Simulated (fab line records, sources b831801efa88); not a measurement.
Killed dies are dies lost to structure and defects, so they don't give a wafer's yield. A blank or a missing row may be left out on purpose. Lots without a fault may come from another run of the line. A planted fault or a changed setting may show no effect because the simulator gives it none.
A struck lot beside a sound one | flow sky130 | 17 steps out of a route of 708
Sound: wafers L388.3, L388.4, L388.6. Struck: wafers L379.3, L379.4, L379.6. The cause comes at the end.
At each step with rows: each side's tool, then ch and its chambers, then its first start. Under that, the readings that differ: sound wafers | struck wafers | difference of the means | sigmas: that difference in standard deviations of wafers without a fault.
alike: readings whose means differ by less than 2 such deviations, and words and numbers that are the same on both sides. not compared: withheld readings, readings that some wafer has no value for, bounds like >300 that may hide the same value, and numbers for which the record gives no deviation and whose values overlap.
The two part at a step that has a row with sigmas, a row that says differs or no value, or rows on one side only. Numbers that don't overlap but have no deviation are shown without sigmas and don't part them. A reading that every wafer of one side lacks parts them only if that side has two wafers or more.

SKY_VT_ADJUST_HVTP_OVL_MEAS_08:
  sound on overlay-02, day 11 01:58; struck on overlay-02, day 8 15:10
  alike: VT_ADJUST_HVTP_OVL
then, 1 step without rows for these wafers: SKY_VT_ADJUST_HVTP_IMPLANT_09.
SKY_VT_ADJUST_HVTP_STRIP_10: strips in O2/N2.
  sound on plasma_asher-02 ch 0,1, day 11 02:10; struck on plasma_asher-02 ch 0,1, day 8 15:22
  alike: drypump_motor_current_A, oes_product_au, strip_time_to_endpoint_s
  not compared: rf_hours_counter_h
SKY_VT_ADJUST_HVTP_TW_MEAS_11:
  sound on film_metro-01, day 11 02:16; struck on film_metro-01, day 8 15:28
  alike: VT_ADJUST_HVTP_TW
then, 7 steps without rows for these wafers: SKY_VT_ADJUST_LVTN_DEHYDRATE_00 (time 60 s); SKY_VT_ADJUST_LVTN_HMDS_01 (prime time 60 s); SKY_VT_ADJUST_LVTN_COAT_02 (resist thk 3000 nm); SKY_VT_ADJUST_LVTN_SOFTBAKE_03; SKY_VT_ADJUST_LVTN_EXPOSE_04 (exposes mask NWM COMPLEMENT LESS NATIVE, target cd 840 nm); SKY_VT_ADJUST_LVTN_PEB_05; SKY_VT_ADJUST_LVTN_DEVELOP_06 (develop time 60 s).
SKY_VT_ADJUST_LVTN_OVL_MEAS_07:
  sound on overlay-02, day 12 00:35; struck on overlay-02, day 9 12:38
  alike: VT_ADJUST_LVTN_OVL
SKY_VT_ADJUST_LVTN_IMPLANT_08:
  sound on implanter-04 ch 0, day 12 00:39; struck on implanter-03 ch 0, day 9 13:17
  alike: beam_energy_keV
SKY_VT_ADJUST_LVTN_STRIP_09: strips in O2/N2.
  sound on plasma_asher-04 ch 0,1, day 12 00:47; struck on plasma_asher-02 ch 0,1, day 9 13:27
  alike: drypump_motor_current_A, oes_product_au, strip_time_to_endpoint_s
  not compared: rf_hours_counter_h
SKY_VT_ADJUST_LVTN_TW_MEAS_10:
  sound on film_metro-02, day 12 00:52; struck on film_metro-04, day 9 13:40
  reading           | sound             | struck            | difference | sigmas
  VT_ADJUST_LVTN_TW | 244.9 243.9 243.4 | 304.4 304.0 303.1 | +59.8      | +24
then, 1 step without rows for these wafers: SKY_VT_ADJUST_LVTN_DEHYDRATE_11 (time 60 s).
-- the record jumps here: 39 days lie between the struck wafers' starts before and after (it left off in module VT_ADJUST_LVTN and takes up again in module PAD_OPEN, whose first step shown is number 708 of the route) --
SKY_PAD_OPEN_PROBE_99:
  sound on prober-02, day 50 01:06; struck on prober-02, day 48 12:48
  reading                                   | sound                | struck               | difference | sigmas
  model.etest.nfet_01v8_lvt.drive_ua_um     | 578.6 579.6 584.2    | 538.6 552.6 554.1    | -32.4      |
  model.etest.nfet_01v8_turned.drive_ua_um  | 514.7 508.4 513      | 483.1 496.1 495.7    | -20.4      |
  model.etest.nfet_01v8.drive_ua_um         | 512.4 508.8 508.1    | 488.4 497.3 494.3    | -16.4      |
  model.etest.nfet_01v8_swapped.drive_ua_um | 511.4 506.9 512.8    | 483.6 495.9 491.6    | -20.0      |
  model.etest.nfet_01v8_lvt.vt_sat_v (V)    | 0.54 0.534 0.532     | 0.5796 0.5715 0.5706 | +0.0386    |
  model.etest.nfet_01v8_lvt.vt_v (V)        | 0.6096 0.6024 0.5991 | 0.6417 0.6324 0.6311 | +0.0314    |
  model.etest.nfet_01v8.vt_sat_v (V)        | 0.6425 0.6454 0.6406 | 0.6707 0.6628 0.6651 | +0.0234    |
  model.etest.nfet_01v8_turned.vt_sat_v (V) | 0.6393 0.6419 0.6472 | 0.6763 0.6666 0.6671 | +0.0272    |

WHERE THEY PART
Only at SKY_VT_ADJUST_LVTN_TW_MEAS_10, within this record.

WHY: what the simulator had put in
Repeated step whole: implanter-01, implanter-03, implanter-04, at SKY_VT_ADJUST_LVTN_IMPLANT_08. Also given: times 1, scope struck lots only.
